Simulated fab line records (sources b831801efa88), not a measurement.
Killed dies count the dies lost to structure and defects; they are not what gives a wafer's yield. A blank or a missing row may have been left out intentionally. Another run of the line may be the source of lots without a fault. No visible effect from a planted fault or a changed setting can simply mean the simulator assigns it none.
Split-lot trial    flow sfqLine    route with 325 steps; 5 lots, 23 wafers read

SPLIT DETAILS
At SFQ_TRILAYER_M8_DEP_EVAP_196 (material Au, target thk 180 nm, time 900 s), the setting timeS was moved away from the recipe's 900 s on 8 of the 23 wafers read, by +7.4% to +12.0%. All remaining wafers had this setting at the recipe value.

BETWEEN THE SPLIT AND THE READING: the file shows 1 step in between
- SFQ_M8_RS_MEAS_949: measures by four-point-probe

THE READING
M8_AU_THK, in nm, at SFQ_M8_THK_MEAS_950 (measures by xrf). Fault-free wafers of this fab line usually give 179.0 nm, standard deviation 2.6 nm.

wafer   tool, chamber at the split  timeS as run, s  against the recipe  M8_AU_THK, nm  against lot-mates on the recipe
L074.1  pvdSputter-02, -            966.8            +7.4%               192.2          +12.3
L074.2  pvdSputter-02, -            966.8            +7.4%               192.7          +12.8
L074.3  pvdSputter-02, -            966.8            +7.4%               192.5          +12.6
L074.4  pvdSputter-02, -            900              recipe              179.8          -
L074.5  pvdSputter-02, -            900              recipe              179.9          -
L075.1  pvdSputter-01, -            900              recipe              174.1          -
L075.2  pvdSputter-01, -            900              recipe              175.0          -
L075.4  pvdSputter-01, -            900              recipe              170.9          -
L079.1  pvdSputter-01, -            1008             +12.0%              201.5          +21.5
L079.3  pvdSputter-01, -            900              recipe              182.8          -
L079.4  pvdSputter-01, -            900              recipe              179.2          -
L079.5  pvdSputter-01, -            1008             +12.0%              201.6          +21.6
L079.6  pvdSputter-01, -            900              recipe              177.9          -
L081.2  pvdSputter-01, -            970.5            +7.8%               190.0          +10.7
L081.3  pvdSputter-01, -            970.5            +7.8%               196.5          +17.2
L081.4  pvdSputter-01, -            970.5            +7.8%               194.9          +15.6
L081.5  pvdSputter-01, -            900              recipe              181.7          -
L081.6  pvdSputter-01, -            900              recipe              176.9          -
L084.1  pvdSputter-02, -            900              recipe              182.2          -
L084.2  pvdSputter-02, -            900              recipe              180.7          -
L084.3  pvdSputter-02, -            900              recipe              178.5          -
L084.4  pvdSputter-02, -            900              recipe              180.7          -
L084.5  pvdSputter-02, -            900              recipe              180.6          -

THE FIT
A straight line over all 23 wafers: M8_AU_THK changes by +1.9 nm for each +1% of timeS; r = +0.95; the points scatter about the line by 2.9 nm.
The same after taking each lot's own level away (the mean of its wafers on the recipe; 23 wafers): +1.79 nm for each +1%; r = +0.98; scatter 1.8 nm.
That fit puts the effect of the largest move of timeS on the reading at 21 nm.
The lots' own levels span 173.33 to 180.54 nm, that is 2.8 times the standard deviation above.
Hence the lot-to-lot level has little effect on the slope; both slopes agree.
Check: for one of the wafers moved furthest among these (+12.0%), held out of the fit, the line's prediction against its lot-mates is +21.4 nm. It came out at +21.5 nm against them.

ADDITIONAL SPLITS CARRIED BY THESE WAFERS
Note: prior to the reading, these wafers also went through further splits. Each is held against what the fit with the lots' levels taken away leaves over:
other split on the same wafers                      wafers away from the commonest value  r with M8_AU_THK (lot level and that fit taken away)
SFQ_TRILAYER_M7_LITHO_COAT_177 spinRpm              4                                     -0.01
SFQ_TRILAYER_M7_BARC_OPEN_METAL_ETCH_229 biasW      8                                     -0.09
SFQ_TRILAYER_I7_CMP_CMP_184 downForcePsi            7                                     +0.18
SFQ_TRILAYER_I7_VIA_LITHO_PEB_190 pebTempC          9                                     -0.36
SFQ_TRILAYER_I7_VIA_BARC_OPEN_VIA_ETCH_260 sourceW  8                                     +0.26
SFQ_TRILAYER_M8_LITHO_COAT_193 resistThkNm          11                                    -0.17

THE WHOLE CHAIN: every reading that the file lists as answering this split, in the file's order
step                          what it does                                reading                                                                                change (the file's fit)               r (the file's)
SFQ_TRILAYER_M8_DEP_EVAP_196  material Au, target thk 180 nm, time 900 s  Au_of_TRILAYER_M8_DEP_EVAP_196.thkNm (the simulator's own value, which no gauge read)  +1.9 nm for each +1% of the setting   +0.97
SFQ_M8_RS_MEAS_949            measures by four-point-probe                M8_AU_RS                                                                               -0.00144 for each +1% of the setting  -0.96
SFQ_M8_THK_MEAS_950           measures by xrf                             M8_AU_THK                                                                              +1.79 for each +1% of the setting     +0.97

FILE'S OWN FIT
M8_AU_THK changes by +1.79 nm for each +1% of timeS, r = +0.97.
